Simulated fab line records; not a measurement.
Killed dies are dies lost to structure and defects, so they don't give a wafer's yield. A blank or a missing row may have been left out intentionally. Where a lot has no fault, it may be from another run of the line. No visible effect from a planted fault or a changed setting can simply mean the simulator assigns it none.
A lot that was struck, set against a sound lot + flow sfq_line + 28 out of 325 route steps
Sound: the wafers L369.1, L369.2, L369.4. Wafers L379.1, L379.3, L379.4 were the ones struck. The cause comes at the end.
Order at every step that has rows: each side's tool, ch and its chambers, its first start. Under that, the readings that differ: sound wafers + struck wafers + difference of the means + sigmas: that difference in standard deviations of wafers without a fault.
alike: readings with means less than 2 such deviations apart, plus words and numbers identical on both sides. not compared: withheld readings, readings lacking a value on some wafer, bounds such as >300 that could conceal the same value, and numbers that have no deviation in the record and whose values overlap.
The two part at a step that has a row with sigmas, a row that says differs or no value, or rows on one side only. Numbers that have no deviation but don't overlap get no sigmas and don't part them. A reading that every wafer of one side lacks parts them only if that side has two wafers or more.

first, 6 steps without rows for these wafers: SFQ_TRILAYER_M2_LITHO_COAT_062 (resist thk 62 nm); SFQ_TRILAYER_M2_LITHO_COAT_057 (resist thk 600 nm); SFQ_TRILAYER_M2_LITHO_SOFTBAKE_061; SFQ_TRILAYER_M2_LITHO_EXPOSE_058 (exposes mask M2, target cd 500 nm); SFQ_TRILAYER_M2_LITHO_PEB_060 (peb time 60 s); SFQ_TRILAYER_M2_LITHO_DEVELOP_059 (time 60 s).
SFQ_M2_OVL_MEAS_916:
  sound on overlay-01, day 29 00:48; struck on overlay-02, day 33 07:59
  alike: M2_OVL
then, 1 step without rows for these wafers: SFQ_TRILAYER_M2_BARC_OPEN_METAL_ETCH_077 (etches BARC in O2, target depth 125 nm, time 41.7 s).
SFQ_TRILAYER_M2_ETCH_METAL_ETCH_060: etches Nb in Cl2/Ar, stops on SiO2, target depth 240 nm, time 120 s.
  sound on rie_metal-04 ch 0,1, day 29 00:53; struck on rie_metal-04 ch 0,1, day 33 08:05
  alike: drypump_motor_current_A, oes_product_au
  not compared: rf_hours_counter_h
SFQ_TRILAYER_M2_STRIP_STRIP_061: strips in O2.
  sound on rie_metal-04 ch 0,1, day 29 01:01; struck on rie_metal-04 ch 0,1, day 33 08:13
  alike: drypump_motor_current_A, oes_product_au
  not compared: rf_hours_counter_h
then, 2 steps without rows for these wafers: SFQ_TRILAYER_M2_STRIP_SOLV_CLEAN_062 (cleans in NMP, time 600 s); SFQ_TRILAYER_I2_DEP_PECVD_063 (deposits SiO2 from SiH4/N2O, time 111.11 s, target thk 500 nm).
SFQ_TRILAYER_I2_CMP_CMP_064: polishes SiO2.
  sound on cmp-01 ch 0,1,2, day 29 02:44; struck on cmp-01 ch 0,1,2, day 33 15:50
| reading                                             | sound             | struck            | difference | sigmas |
|-----------------------------------------------------|-------------------|-------------------|------------|--------|
| time_to_endpoint_s (s)                              | 216 221 211       | 229 242 243       | +22        | +3     |
| model.SiO2_of_TRILAYER_I2_DEP_PECVD_063.thk_nm (nm) | 200.2 200.7 199.2 | 180.6 180.9 181.6 | -19.0      |        |
  alike: motor_current_A
SFQ_I2_BOW_MEAS_917:
  sound on film_metro-03, day 29 05:44; struck on film_metro-03, day 33 18:50
  alike: I2_BOW
SFQ_TRILAYER_I2_METRO_MEASURE_065:
  sound on film_metro-03, day 29 05:52; struck on film_metro-03, day 33 18:58
| reading     | sound             | struck            | difference | sigmas |
|-------------|-------------------|-------------------|------------|--------|
| thk_nm (nm) | 200.1 200.7 199.2 | 180.7 180.9 181.7 | -18.9      | -17    |
then, 6 steps without rows for these wafers: SFQ_TRILAYER_I2_VIA_LITHO_COAT_072 (resist thk 62 nm); SFQ_TRILAYER_I2_VIA_LITHO_COAT_067 (resist thk 650 nm); SFQ_TRILAYER_I2_VIA_LITHO_SOFTBAKE_071; SFQ_TRILAYER_I2_VIA_LITHO_EXPOSE_068 (exposes mask I2, target cd 500 nm); SFQ_TRILAYER_I2_VIA_LITHO_PEB_070 (peb time 60 s); SFQ_TRILAYER_I2_VIA_LITHO_DEVELOP_069 (time 60 s).
-- the record jumps here: 5 days lie between the struck wafers' starts before and after --
SFQ_I2_OVL_MEAS_918:
  sound on overlay-01, day 35 11:35; struck on overlay-02, day 39 03:24
  alike: I2_OVL
SFQ_TRILAYER_I2_VIA_BARC_OPEN_VIA_ETCH_096: etches BARC in O2, target depth 125 nm, time 41.7 s.
  sound on rie_diel-02 ch 1,2,3, day 35 11:37; struck on rie_diel-01 ch 1,2,3, day 39 03:26
  alike: drypump_motor_current_A, oes_product_au
  not compared: rf_hours_counter_h
SFQ_TRILAYER_I2_VIA_ETCH_VIA_ETCH_070: etches SiO2 in CHF3, stops on Nb, target depth 260 nm.
  sound on rie_diel-02 ch 1,2,3, day 35 11:40; struck on rie_diel-01 ch 1,2,3, day 39 03:29
| reading                        | sound             | struck            | difference | sigmas |
|--------------------------------|-------------------|-------------------|------------|--------|
| oes_product_au (a.u.)          | 0.848 0.862 0.853 | 0.806 0.815 0.811 | -0.044     | -8     |
| model.I2.feature_depth_nm (nm) | 200.2 200.7 199.2 | 180.6 180.9 181.6 | -19.0      |        |
| model.etch.depth_nm (nm)       | 200.2 200.7 199.2 | 180.6 180.9 181.6 | -19.0      |        |
  alike: drypump_motor_current_A
SFQ_TRILAYER_I2_VIA_STRIP_STRIP_071: strips in O2.
  sound on rie_metal-04 ch 0,1, day 35 11:46; struck on rie_metal-01 ch 0,1, day 39 03:35
  alike: drypump_motor_current_A, oes_product_au
  not compared: rf_hours_counter_h
then, 1 step without rows for these wafers: SFQ_TRILAYER_I2_VIA_STRIP_SOLV_CLEAN_072 (cleans in NMP, time 600 s).
SFQ_TRILAYER_M3_DEP_PRE_CLEAN_074: time 22.5 s.
  sound on pvd_sputter-03, day 35 12:33; struck on pvd_sputter-05, day 39 04:22
| reading                                             | sound             | struck            | difference | sigmas |
|-----------------------------------------------------|-------------------|-------------------|------------|--------|
| model.SiO2_of_TRILAYER_I2_DEP_PECVD_063.thk_nm (nm) | 192.7 193.2 191.7 | 173.1 173.4 174.1 | -19.0      |        |
SFQ_TRILAYER_M3_DEP_SPUTTER_073: material Nb, target thk 200 nm, time 133.3 s.
  sound on pvd_sputter-03, day 35 12:35; struck on pvd_sputter-05, day 39 04:23
  alike: chamber_pressure_pa, throttle_valve_pct

## WHERE THEY PART
At SFQ_TRILAYER_I2_CMP_CMP_064 first; at SFQ_TRILAYER_I2_VIA_ETCH_VIA_ETCH_070 last (within this record only). Later steps at which nothing parts them and some readings are alike: SFQ_TRILAYER_I2_VIA_STRIP_STRIP_071, SFQ_TRILAYER_M3_DEP_SPUTTER_073.

WHY: what the simulator had put in
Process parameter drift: cmp-01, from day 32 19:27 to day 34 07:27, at SFQ_TRILAYER_I2_CMP_CMP_064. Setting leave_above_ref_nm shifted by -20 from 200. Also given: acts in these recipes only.
